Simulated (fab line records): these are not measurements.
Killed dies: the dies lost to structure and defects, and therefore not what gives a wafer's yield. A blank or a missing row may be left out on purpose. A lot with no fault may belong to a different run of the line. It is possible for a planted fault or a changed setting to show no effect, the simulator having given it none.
fab line records	flow gf180mcu
[record] lots = 5	wafers = 14	last-day = 33
route steps=602 shown CONTACT@303 M1@315
lots that met no fault: from a run of the same line without faults
start-h: hours from the record's opening day to when the first of the lot's shown wafers began	wait-h: time in hours since the lot's previous step	" same as the row above	L1.1+2: a row that stands for several wafers	- no value present, or no start provided	* or withheld: withheld	< > ~ a bound
route shown NAME@n: names a module that has steps shown in the file, with the first one's number in the route	usual: mean/standard deviation taken from wafers without a fault	same: alike in all rows	chamber/n: place in a boat	sites: the reading at each site	_std_site: the standard deviation of these	_edge_site: inner sites' mean taken away from outer sites' mean	radius-mm: how far each site lies from the wafer's centre	mask NAME#n: copy n	behind: tool/chamber where the wafer was last shaped	hold: the reason the lot was held/the length of the hold in hours/how it ended	device: the transistor (n, p or np) that didn't switch	end of line: at the end of the route, the tests of the same wafers	where a step has no rows: the recipe by itself	killed: at the first sort, the dies lost to defects and structure; wafer yield is something else	map: a wafer's dies, x killed, . not, _ none there
set.NAME: the setting the step ran with; set.NAME@STEP: the setting that earlier step ran with	model.NAME: the simulator's own value behind a step, which no gauge read
lots seen at some steps along the route; tables by step, rows by wafer
services: a tool's chamber out of use, with start hour (start-h, from the record's first day; less than 0 if before it), hours out, and reason
[[steps]]
[step GF_CONTACT_ETCH_16]
[recipe] chemistry = N2/H2	target-depth-a = withheld	overetch-a = withheld	time-s = withheld	target = BARC	ion-energy-ev = 200	source-w = 500	bias-w = 100	pressure-mtorr = 30	n2-flow-sccm = 100	h2-flow-sccm = 200
[usual] drypump-motor-current-A = 5.8/0.46	oes-product-au = 0.855/0.0044	throttle-valve-pct = 13.224/0.0082
lot.wafer	tool	chamber	start-h	wait-h	drypump-motor-current-A	oes-product-au	throttle-valve-pct
L225.3	rie-diel-04	0	382.81	0.0	6.1	0.854	13.219
L225.4	"	2	"	"	5.1	0.859	13.224
L225.5	"	0	"	"	6.1	0.857	13.218
L231.2	rie-diel-01	2	440.91	0.0	6.5	0.851	13.223
L231.3	"	0	"	"	5.3	0.855	13.230
L231.4	"	1	"	"	5.8	0.854	13.234
L233.2	rie-diel-01	2	453.66	0.0	6.5	0.848	13.206
L233.4	"	0	"	"	5.3	0.844	13.224
L233.6	"	1	"	"	5.9	0.849	13.210
L235.1	rie-diel-04	1	467.31	0.0	6.7	0.856	13.233
L235.2	"	2	"	"	5.1	0.855	13.211
L235.3	"	0	"	"	6.1	0.859	13.232
L242.1	rie-diel-04	0	526.91	0.0	6.1	0.857	13.219
L242.2	"	3	"	"	6.0	0.854	13.229
[step GF_CONTACT_ETCH_17]
[recipe] chemistry = C4F8/O2/Ar	mask-material = KrF	target = SiO2	stop-on = CoSi2	source-w = 1500	bias-w = 1200	pressure-mtorr = 40	c4f8-flow-sccm = withheld	O2_flow_sccm = 6	Ar_flow_sccm = 300	time-s = withheld	target-depth-a = 8600
[usual] oes-product-au = 0.814/0.0052
lot.wafer	tool	chamber	start-h	wait-h	oes-product-au
L225.3	rie-diel-04	0	-	-	0.820
L225.4	"	2	"	"	0.806
L225.5	"	0	"	"	0.818
L231.2	rie-diel-01	2	-	-	0.809
L231.3	"	0	"	"	0.821
L231.4	"	1	"	"	0.808
L233.2	rie-diel-01	2	-	-	0.812
L233.4	"	0	"	"	0.813
L233.6	"	1	"	"	0.823
L235.1	rie-diel-04	1	-	-	0.819
L235.2	"	2	"	"	0.815
L235.3	"	0	"	"	0.808
L242.1	rie-diel-04	0	-	-	0.814
L242.2	"	3	"	"	0.812
[step GF_CONTACT_STRIP_18]
[recipe] chemistry = O2/N2	power-w = 1400	pressure-mtorr = 1500	platen-temp-c = 250	o2-flow-sccm = 3000	n2-flow-sccm = 300	overash-fraction = 0.5
[usual] drypump-motor-current-A = 5.52/0.2	heater-power-w = 320/10	oes-product-au = 0.581/0.0049	platen-temp-c = 249.99/0.16
[same] overash-fraction = 0.5
lot.wafer	tool	chamber	start-h	wait-h	drypump-motor-current-A	heater-power-w	oes-product-au	platen-temp-c	rf-hours-counter-h
L225.3	plasma-asher-01	1	383.01	-	5.33	321	0.578	250.01	-
L225.4	"	0	"	"	5.51	315	0.584	250.03	-
L225.5	"	0	"	"	5.50	306	0.573	250.15	-
L231.2	plasma-asher-04	0	441.07	-	5.19	323	0.584	250.04	35
L231.3	"	0	"	"	5.18	323	0.578	250.02	-
L231.4	"	1	"	"	5.60	336	0.581	250.40	-
L233.2	plasma-asher-02	0	453.83	-	5.55	323	0.582	249.91	2
L233.4	"	0	"	"	5.53	323	0.577	250.21	-
L233.6	"	0	"	"	5.59	318	0.572	249.87	-
L235.1	plasma-asher-02	0	467.47	-	5.54	326	0.580	250.09	3
L235.2	"	1	"	"	5.83	304	0.576	250.00	3
L235.3	"	0	"	"	5.56	316	0.577	250.13	-
L242.1	plasma-asher-04	0	527.07	-	5.19	326	0.579	250.01	44
L242.2	"	1	"	"	5.58	342	0.585	250.00	44
[step GF_CONTACT_CLEAN_19]
[recipe] chemistry = SPM
[step GF_CONTACT_CLEAN_20]
[recipe] chemistry = DIW
[step GF_CONTACT_CLEAN_21]
[recipe] chemistry = dHF	time-s = 20	dilution = 100:1	dry = ipa-marangoni
[step GF_CONTACT_SPUTTER_22]
[recipe] material = Ti	target-thk-nm = 15	chamber-pressure-pa = 5	power-w = 2500	substrate-temp-c = 200	time-s = 80.02
[usual] throttle-valve-pct = 29.8/0.82
lot.wafer	tool	chamber	start-h	wait-h	throttle-valve-pct
L225.3	pvd-sputter-01	-	383.27	0.0	29.3
L225.4	"	-	"	"	31.0
L225.5	"	-	"	"	29.0
L231.2	pvd-sputter-01	-	441.37	0.0	29.4
L231.3	"	-	"	"	30.8
L231.4	"	-	"	"	29.8
L233.2	pvd-sputter-04	-	454.13	0.0	28.7
L233.4	"	-	"	"	29.1
L233.6	"	-	"	"	28.8
L235.1	pvd-sputter-04	-	467.77	0.0	30.1
L235.2	"	-	"	"	30.2
L235.3	"	-	"	"	28.7
L242.1	pvd-sputter-02	-	527.37	0.0	31.8
L242.2	"	-	"	"	30.4
[step GF_CONTACT_SPUTTER_23]
[recipe] material = TiN	target-thk-nm = 10	chamber-pressure-pa = 5	power-w = 4000	time-s = 40
[step GF_CONTACT_CVD_24]
[recipe] material = W	target-thk-nm = 300	time-s = 90.339	temp-c = 400	pressure-torr = 40
[step GF_CONTACT_RS_MEAS_25]
[recipe] thk-meas-gauge = four-point-probe	reads = W_of_CONTACT_CVD_24+TiN_of_CONTACT_SPUTTER_23+Ti_of_CONTACT_SPUTTER_22
[usual] CONTACT_W_RS = 0.384/0.0044
lot.wafer	tool	chamber	start-h	wait-h	CONTACT_W_RS[ohm/sq]
L225.3	film-metro-02	-	383.51	0.1	0.389
L225.4	"	-	"	"	0.386
L225.5	"	-	"	"	0.390
L231.2	film-metro-03	-	441.59	0.1	0.389
L231.3	"	-	"	"	0.387
L231.4	"	-	"	"	0.377
L233.2	film-metro-02	-	454.35	0.1	0.375
L233.4	"	-	"	"	0.379
L233.6	"	-	"	"	0.376
L235.1	film-metro-03	-	467.97	0.1	0.375
L235.2	"	-	"	"	0.386
L235.3	"	-	"	"	0.379
L242.1	film-metro-04	-	527.57	0.1	0.392
L242.2	"	-	"	"	0.384
[step GF_CONTACT_THK_MEAS_26]
[recipe] thk-meas-gauge = xrf	reads = W_of_CONTACT_CVD_24
[usual] CONTACT_W_THK = 297/4
lot.wafer	tool	chamber	start-h	wait-h	CONTACT_W_THK[nm]
L225.3	film-metro-02	-	383.61	0.1	292
L225.4	"	-	"	"	294
L225.5	"	-	"	"	291
L231.2	film-metro-03	-	441.70	0.1	295
L231.3	"	-	"	"	298
L231.4	"	-	"	"	307
L233.2	film-metro-02	-	454.46	0.1	303
L233.4	"	-	"	"	299
L233.6	"	-	"	"	300
L235.1	film-metro-03	-	468.09	0.1	307
L235.2	"	-	"	"	300
L235.3	"	-	"	"	303
L242.1	film-metro-04	-	527.69	0.1	288
L242.2	"	-	"	"	294
[step GF_CONTACT_CMP_27]
[recipe] stop-on = SiO2	down-force-psi = 3.5	platen-rpm = 60	t-overpolish-s = 15	target-thk-nm = 0	pad-velocity-m-s = 0.94248
[step GF_M1_SPUTTER_00]
[recipe] material = Ti	target-thk-nm = 37.5	arriving-ion-energy-ev = 80	substrate-temp-c = 200	chamber-pressure-pa = 2	power-w = 4000	time-s = 150
[usual] throttle-valve-pct = 29.9/0.82
lot.wafer	tool	chamber	start-h	wait-h	throttle-valve-pct	model.Ti_of_M1_SPUTTER_00.thk-nm
L225.3	pvd-sputter-02	-	383.95	0.2	30.0	38.14
L225.4	"	-	"	"	30.5	38.6
L225.5	"	-	"	"	30.3	38.31
L231.2	pvd-sputter-04	-	442.05	0.1	30.0	37.93
L231.3	"	-	"	"	28.8	38.62
L231.4	"	-	"	"	29.3	38.5
L233.2	pvd-sputter-03	-	454.81	0.1	29.8	37.29
L233.4	"	-	"	"	29.5	37.06
L233.6	"	-	"	"	30.7	37.27
L235.1	pvd-sputter-02	-	468.45	0.2	28.7	37.81
L235.2	"	-	"	"	30.2	37.38
L235.3	"	-	"	"	30.4	37.63
L242.1	pvd-sputter-04	-	528.05	0.2	29.0	37.54
L242.2	"	-	"	"	29.3	39.27
[step GF_M1_SPUTTER_01]
[recipe] material = TiN	target-thk-nm = 30	power-w = 6500	time-s = 25	chamber-pressure-pa = 0.4
[usual] throttle-valve-pct = 29.9/0.81
lot.wafer	tool	chamber	start-h	wait-h	throttle-valve-pct
L225.3	pvd-sputter-02	-	384.07	0.1	30.3
L225.4	"	-	"	"	30.5
L225.5	"	-	"	"	30.4
L231.2	pvd-sputter-04	-	442.15	0.1	30.3
L231.3	"	-	"	"	29.0
L231.4	"	-	"	"	29.3
L233.2	pvd-sputter-03	-	454.91	0.1	30.3
L233.4	"	-	"	"	29.4
L233.6	"	-	"	"	30.8
L235.1	pvd-sputter-02	-	468.55	0.1	28.9
L235.2	"	-	"	"	30.2
L235.3	"	-	"	"	30.5
L242.1	pvd-sputter-04	-	528.15	0.1	28.5
L242.2	"	-	"	"	29.2
[[services]]
tool	chamber	start-h	hours	kind
rie-diel-01	3	361.66	2.4	repair
pvd-sputter-01	-	363.03	2.3	repair
pvd-sputter-02	-	372.80	7.3	repair
plasma-asher-01	-	384.36	4.9	repair
plasma-asher-01	-	386.80	0.4	repair
rie-diel-01	0	390.27	2.8	repair
rie-diel-01	-	395.51	2.8	pm
plasma-asher-04	-	395.55	6.4	repair
plasma-asher-02	-	400.77	28.1	pm
rie-diel-01	1	407.05	11.8	repair
pvd-sputter-03	-	417.47	2.4	repair
plasma-asher-02	-	428.87	9.0	pm
pvd-sputter-02	-	430.31	1.4	repair
rie-diel-04	1	447.56	6.1	repair
pvd-sputter-02	0	458.54	-	consumable-replace:kit
rie-diel-04	-	470.57	14.6	pm
plasma-asher-02	-	474.19	3.1	repair
rie-diel-01	1	476.92	1.5	repair
rie-diel-01	-	476.98	0.7	repair
rie-diel-04	2	488.63	9.1	repair
pvd-sputter-01	-	489.34	14.7	repair
pvd-sputter-02	-	501.48	8.9	repair
plasma-asher-02	-	519.90	7.4	repair
plasma-asher-04	-	523.97	1.6	repair
[[key]]
first-sign none at tools or gauges
[model-effect] step = GF_M1_SPUTTER_00	value = Ti_of_M1_SPUTTER_00.thk-nm	without = 37.35	struck = 39.27
met-at GF_M1_SPUTTER_00
struck-wafers L242.2
onset-between 442.05 528.05
[fault] kind = process-parameter-drift	tool = pvd-sputter-04	chamber = -	onset-h = 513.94	steps = GF_M1_SPUTTER_00	channel = time-s	offset = *	shape = step	end-h = 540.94	scope = struck-wafers-only	acts-in = *	stated = *
